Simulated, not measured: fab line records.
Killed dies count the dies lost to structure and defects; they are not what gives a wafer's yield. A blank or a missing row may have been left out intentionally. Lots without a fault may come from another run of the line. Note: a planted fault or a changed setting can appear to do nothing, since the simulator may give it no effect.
Chamber matching || flow sfqLine || 3 sister chambers for SFQ_TRILAYER_I3_DEP_PECVD_081 on pecvd-03
The step deposits SiO2 from SiH4/N2O, time 111.11 s, target thk 500 nm. 3 wafers are shown with their chamber, then 8 later ones without.

WAFERS PAIRED WITH THEIR CHAMBERS
{"wafer": "L504.3", "chamber": 0, "heaterPowerW (W)": 99}
{"wafer": "L506.5", "chamber": 1, "heaterPowerW (W)": 78}
{"wafer": "L509.1", "chamber": 2, "heaterPowerW (W)": 111}

WAFERS WITHOUT THEIR CHAMBER
{"wafer": "L509.3", "heaterPowerW (W)": 98}
{"wafer": "L509.6", "heaterPowerW (W)": 120}
{"wafer": "L512.1", "heaterPowerW (W)": 99}
{"wafer": "L512.4", "heaterPowerW (W)": 126}
{"wafer": "L512.5", "heaterPowerW (W)": 76}
{"wafer": "L515.1", "heaterPowerW (W)": 72}
{"wafer": "L515.2", "heaterPowerW (W)": 95}
{"wafer": "L515.3", "heaterPowerW (W)": 130}

WHICH CHAMBER EACH WENT THROUGH
{"wafer": "L509.3", "from the rows above": "can't be placed: 0 or 2 or 1", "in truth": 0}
{"wafer": "L509.6", "from the rows above": "can't be placed: 2 or 0", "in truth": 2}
{"wafer": "L512.1", "from the rows above": "can't be placed: 0 or 2", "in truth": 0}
{"wafer": "L512.4", "from the rows above": "can't be placed: 2 or 0", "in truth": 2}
{"wafer": "L512.5", "from the rows above": 1, "in truth": 1}
{"wafer": "L515.1", "from the rows above": 1, "in truth": 1}
{"wafer": "L515.2", "from the rows above": "can't be placed: 0 or 2 or 1", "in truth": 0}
{"wafer": "L515.3", "from the rows above": "can't be placed: 2 or 0", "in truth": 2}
2 of 8 placed correctly. Unplaceable from these rows: 6, with the true chamber sitting among the candidates in 6. 0 placed wrongly.
How it was worked out, from the rows above alone: a wafer's distance from a chamber is the root of the sum, over the readings, of the square of ((its reading less the chamber's mean) divided by the reading's scatter). If the next closest chamber is less than 2 further off than the closest, the wafer can't be placed; otherwise it belongs to the closest. The mean given for a chamber averages the wafers shown for that chamber. The scatter: with one shown wafer a chamber, the root of the mean of the squares of how far each hidden wafer lies from its nearest shown one.
